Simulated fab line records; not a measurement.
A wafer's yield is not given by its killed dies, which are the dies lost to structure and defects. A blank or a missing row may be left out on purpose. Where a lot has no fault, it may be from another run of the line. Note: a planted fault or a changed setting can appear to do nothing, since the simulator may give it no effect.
Tool commonality check :: flow gf180mcu :: 36 wafers sampled across 12 lots

WHAT PROMPTED THE OPENING
2 of 12 lots carry a flag on the reading V1_OVL at GF_V1_OVL_MEAS_15. Fault-free wafers read 8 nm, with a standard deviation of 5.2.
Rule: flag the lot when none of its wafers has a number, or when each of its wafers that has one lies beyond 4 standard deviations from that mean. As for the other lots, they are considered sound.

lot: L504
measured: day 18 01:02
on: overlay-01
V1_OVL (nm), wafer by wafer: 6 14 13
flag: 

lot: L507
measured: day 19 08:47
on: overlay-01
V1_OVL (nm), wafer by wafer: 1 6 12
flag: 

lot: L510
measured: day 20 09:02
on: overlay-02
V1_OVL (nm), wafer by wafer: 10 10 16
flag: 

lot: L511
measured: day 20 20:11
on: overlay-01
V1_OVL (nm), wafer by wafer: 9 5 2
flag: 

lot: L513
measured: day 21 20:36
on: overlay-01
V1_OVL (nm), wafer by wafer: 18 11 15
flag: 

lot: L516
measured: day 22 18:29
on: overlay-01
V1_OVL (nm), wafer by wafer: 5 10 11
flag: 

lot: L517
measured: day 22 23:25
on: overlay-01
V1_OVL (nm), wafer by wafer: 40 32 43
flag: FLAGGED

lot: L518
measured: day 23 13:29
on: overlay-01
V1_OVL (nm), wafer by wafer: 41 40 40
flag: FLAGGED

lot: L519
measured: day 24 03:23
on: overlay-02
V1_OVL (nm), wafer by wafer: 9 4 11
flag: 

lot: L520
measured: day 24 09:14
on: overlay-02
V1_OVL (nm), wafer by wafer: 3 6 11
flag: 

lot: L523
measured: day 25 03:47
on: overlay-01
V1_OVL (nm), wafer by wafer: 10 5 2
flag: 

lot: L527
measured: day 26 03:50
on: overlay-02
V1_OVL (nm), wafer by wafer: 14 10 2
flag: 
The numbers of the flagged lots are 39 nm on average: +31 nm against the usual, or +6 standard deviations.

WHICH TOOL EACH LOT WENT THROUGH
The record keeps 1 process step preceding the reading, out of 602 steps on the route. Each cell gives the tool, then ch followed by the chambers the sampled wafers passed through, then the start.
lot: L504
flag: 
GF_V1_EXPOSE_11: krf scanner-02 ch 0, day 17 13:34

lot: L507
flag: 
GF_V1_EXPOSE_11: krf scanner-01 ch 0, day 18 21:02

lot: L510
flag: 
GF_V1_EXPOSE_11: krf scanner-01 ch 0, day 19 21:43

lot: L511
flag: 
GF_V1_EXPOSE_11: krf scanner-01 ch 0, day 20 07:46

lot: L513
flag: 
GF_V1_EXPOSE_11: krf scanner-01 ch 0, day 21 08:56

lot: L516
flag: 
GF_V1_EXPOSE_11: krf scanner-02 ch 0, day 22 06:44

lot: L517
flag: FLAGGED
GF_V1_EXPOSE_11: krf scanner-01 ch 0, day 22 12:08

lot: L518
flag: FLAGGED
GF_V1_EXPOSE_11: krf scanner-01 ch 0, day 23 02:16

lot: L519
flag: 
GF_V1_EXPOSE_11: krf scanner-02 ch 0, day 23 15:52

lot: L520
flag: 
GF_V1_EXPOSE_11: krf scanner-02 ch 0, day 23 21:40

lot: L523
flag: 
GF_V1_EXPOSE_11: krf scanner-02 ch 0, day 24 16:23

lot: L527
flag: 
GF_V1_EXPOSE_11: krf scanner-02 ch 0, day 25 16:53
These steps, and what they do:
- GF_V1_EXPOSE_11: exposes mask Via1, target cd 260 nm.
- GF_V1_OVL_MEAS_15

FLAGGED AGAINST TOTAL, ONE TOOL AT A TIME (gauges that did the reading follow at the end)
step: GF_V1_EXPOSE_11
tool: krf scanner-01
lots run: 6
flagged: 2
share of the flagged lots: all
sound lots run after its first flagged lot: 0

step: GF_V1_EXPOSE_11
tool: krf scanner-02
lots run: 6
flagged: 0
share of the flagged lots: none
sound lots run after its first flagged lot: -

step: GF_V1_OVL_MEAS_15
tool: overlay-01
lots run: 8
flagged: 2
share of the flagged lots: all
sound lots run after its first flagged lot: 1 (L523)

step: GF_V1_OVL_MEAS_15
tool: overlay-02
lots run: 4
flagged: 0
share of the flagged lots: none
sound lots run after its first flagged lot: -

WHAT THE TABLE ALLOWS
Every flagged lot went through 2 rows of the table: krf scanner-01 at GF_V1_EXPOSE_11 and overlay-01 at GF_V1_OVL_MEAS_15.
- krf scanner-01 at GF_V1_EXPOSE_11 ran 6 lots, 2 of them flagged. A fault beginning between L513 (day 21 08:56), its last sound lot, and L517 (day 22 12:08), its first flagged one, fits the data.
- overlay-01 at GF_V1_OVL_MEAS_15 ran 8 lots, 2 of them flagged. After the first flagged lot (L523), sound lots still ran on it; a lasting fault on the whole tool would not permit that.
Just one tool remains: krf scanner-01 at GF_V1_EXPOSE_11.

WHAT THE SIMULATOR HAD PUT IN
Scanner matching overlay: krf scanner-01, from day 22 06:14 on, at GF_V1_EXPOSE_11. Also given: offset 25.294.
Shown lots that were struck: L517, L518. Same finding as the rule above.
